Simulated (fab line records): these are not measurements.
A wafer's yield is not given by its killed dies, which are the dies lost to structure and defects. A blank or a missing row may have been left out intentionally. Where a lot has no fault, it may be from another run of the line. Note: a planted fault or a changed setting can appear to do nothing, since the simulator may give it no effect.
Shared-tool check ; flow gf180mcu ; Lots sampled 13, wafers sampled 39

## WHY THIS WAS OPENED
Of 13 lots, 2 have the reading HV_LDD_RS flagged at GF_HV_LDD_RS_MEAS_53. No-fault wafers: 418.9 ohm/sq, standard deviation 0.94.
Rule: a lot gets a flag if all its wafers with a number sit over 4 standard deviations from that mean, or if no wafer of it has a number. As for the other lots, they are considered sound.

lot;measured;on;HV_LDD_RS (ohm/sq), wafer by wafer;flag
L571;day 13 20:47;film metro-04;420.4 419.7 419.8;
L572;day 14 09:57;film metro-03;419.0 419.3 418.5;
L573;day 14 15:52;film metro-02;419.0 421.2 419.6;
L574;day 14 23:10;film metro-02;418.9 417.9 418.6;
L575;day 15 04:34;film metro-04;418.4 418.8 418.5;
L579;day 16 16:43;film metro-04;419.2 417.8 419.5;
L582;day 17 15:12;film metro-04;421.4 419.8 420.0;
L584;day 18 05:25;film metro-03;411.5 411.3 411.6;FLAGGED
L585;day 18 17:16;film metro-02;411.9 413.4 412.7;FLAGGED
L589;day 19 19:52;film metro-02;419.8 419.0 419.8;
L590;day 20 01:01;film metro-02;420.1 418.5 418.2;
L591;day 20 09:27;film metro-03;417.2 417.9 418.2;
L594;day 21 09:41;film metro-03;419.8 419.1 419.7;
Average over the flagged lots: 412.1 ohm/sq; offset from the usual -6.8 ohm/sq, equal to -7 standard deviations.

## TOOL THAT RAN EACH LOT
The record keeps 1 process step preceding the reading, out of 602 steps on the route. Every cell lists first the tool, next ch and the chambers used by the sampled wafers, and last the start.
lot;flag;GF_HV_LDD_IMPLANT_36
L571;;implanter-01 ch 0, day 12 23:00
L572;;implanter-02 ch 0, day 13 11:47
L573;;implanter-03 ch 0, day 13 17:05
L574;;implanter-01 ch 0, day 14 00:22
L575;;implanter-03 ch 0, day 14 06:23
L579;;implanter-02 ch 0, day 15 17:32
L582;;implanter-01 ch 0, day 16 14:28
L584;FLAGGED;implanter-01 ch 0, day 17 04:08
L585;FLAGGED;implanter-01 ch 0, day 17 15:54
L589;;implanter-03 ch 0, day 18 18:09
L590;;implanter-02 ch 0, day 18 23:19
L591;;implanter-03 ch 0, day 19 07:34
L594;;implanter-02 ch 0, day 20 08:16
These steps, and what they do:
- GF_HV_LDD_IMPLANT_36
- GF_HV_LDD_RS_MEAS_53: measures by four-point-probe.

## FLAGGED OVER TOTAL, TOOL BY TOOL (the gauges that took the reading come last)
step;tool;lots run;flagged;share of the flagged lots;sound lots run after its first flagged lot
GF_HV_LDD_IMPLANT_36;implanter-01;5;2;all;0
GF_HV_LDD_IMPLANT_36;implanter-02;4;0;none;-
GF_HV_LDD_IMPLANT_36;implanter-03;4;0;none;-
GF_HV_LDD_RS_MEAS_53;film metro-02;5;1;some;2 (L589,L590)
GF_HV_LDD_RS_MEAS_53;film metro-03;4;1;some;2 (L591,L594)
GF_HV_LDD_RS_MEAS_53;film metro-04;4;0;none;-

## WHAT THE TABLE PERMITS
1 row of the table ran every flagged lot: implanter-01 at GF_HV_LDD_IMPLANT_36.
- implanter-01 at GF_HV_LDD_IMPLANT_36: 2 of its 5 lots flagged. A fault beginning between L582 (day 16 14:28), its last sound lot, and L584 (day 17 04:08), its first flagged one, fits the data. Its own readings lie more than 4 standard deviations out on every wafer of the flagged lots: beam on s, faraday current uA.
implanter-01 at GF_HV_LDD_IMPLANT_36 is the single tool remaining.

## WHAT THE SIMULATOR PUT IN
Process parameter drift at GF_HV_LDD_IMPLANT_36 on implanter-01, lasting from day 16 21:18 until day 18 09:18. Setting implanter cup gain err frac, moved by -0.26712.
Lots struck among those shown: L584, L585. Same finding as the rule above.
